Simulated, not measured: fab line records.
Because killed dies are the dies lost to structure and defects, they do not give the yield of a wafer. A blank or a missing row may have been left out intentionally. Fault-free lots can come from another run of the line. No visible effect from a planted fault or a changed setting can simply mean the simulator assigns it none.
8D (eight disciplines) problem report, filled in by code / flow gf180mcu / the parts of the form that need people (team, actions taken, sign-off) are left out

1. WHAT WENT WRONG
GF_V1_CMP_04, timeToEndpointS: mean 24 s on 2 wafers (1 lot); fault-free wafers 83 s, standard deviation 6.8. Relative to the usual mean, that is a shift of -8.7 standard deviations.
The step: polishes SiO2.
Seen first at day 21 00:27 on cmp-02, wafer L253.1. At this step, 39 wafers from 13 lots have a number in the record. The rule behind "out" and "out of limits": a value lying over 4 standard deviations away from the usual mean. All remaining wafers that have a number are taken as sound.

2. WHAT THIS IS AND IS NOT
question=which readings at this step | is=timeToEndpointS | is not=motorCurrentA
question=which lots | is=L253 | is not=L243, L244, L245, L246, L248, L257, L260, L261, L262, L263, L265, L266
question=which wafers of those lots | is=L253.1, L253.6 | is not=L253.4
question=read on which tools | is=cmp-02 | is not=cmp-01
question=when | is=from day 21 00:27 | is not=up to then (16 sound wafers); but 21 sound wafers of L257, L260, L261, L262, L263, L265, L266 came after

3. THE SUSPECTS, EACH WITH WHAT RULES IT OUT
Counting: any tool at a process step up to the reading remains a suspect provided it ran every lot that is out. Sound lots after the first of them don't rule it out here, since some wafers of a struck lot are sound.
- cmp-02 at GF_V1_CMP_04 (polishes SiO2): kept. It ran the lot that is out, L253 (day 21 00:27); its last sound lot up to then is L248 (day 19 17:41). Out on those wafers are its own readings of timeToEndpointS.
- Within cmp-02 at GF_V1_CMP_04: the wafers that are out ran in chamber 0; their sound lot-mates ran in chamber 3.
Remaining after the count: cmp-02 at GF_V1_CMP_04.

4. THE CAUSE (what the simulator had put in)
cmp-02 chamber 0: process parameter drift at GF_V1_CMP_04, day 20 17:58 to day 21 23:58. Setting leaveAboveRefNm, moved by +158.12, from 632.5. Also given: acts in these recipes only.
Counting left only this tool.

5. THE EFFECT CHAIN, in route order
Rows list readings where the struck wafers' mean (over those with a number) sits beyond 3 standard deviations from the usual. Readings are gone through only where the record gives a usual standard deviation; hours: the median, over the lots, of the time from a lot's start at the first step in this table giving one to that lot's start at this step; sigmas: the change measured in usual standard deviations.
hours=0; step=GF_V1_CMP_04; reading=timeToEndpointS; usual=83 s; on struck wafers=24; change=-59; sigmas=-8.7
hours=-; step=GF_V1_ETCH_17; reading=oesProductAu; usual=0.856 a.u.; on struck wafers=0.980; change=+0.124; sigmas=+25
hours=265; step=GF_PASSIVATION_PROBE_99; reading=defectLimitedYield; usual=90.4 %; on struck wafers=78.5; change=-12.0; sigmas=-8.5
hours=265; step=GF_PASSIVATION_PROBE_99; reading=killed_at_M0_to_M3; usual=21; on struck wafers=73; change=+52; sigmas=+11
hours=265; step=GF_PASSIVATION_PROBE_99; reading=killedDies; usual=47; on struck wafers=106; change=+59; sigmas=+8.6
It contains these process steps:
- GF_V1_CMP_04: polishes SiO2.
- GF_V1_ETCH_17: etches SiO2 in C4F8/O2/Ar, stops on TiN, target depth 630 nm.
- GF_PASSIVATION_PROBE_99
Later measuring or inspecting steps at which every struck wafer that the step has a row for has a number for every such reading, and none has moved that far: GF_V1_BOW_MEAS_05.

6. HOW IT WOULD HAVE BEEN CAUGHT EARLIER
The fault began at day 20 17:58; the first out-of-limits reading in this record came at day 21 00:27, 6 hours later.
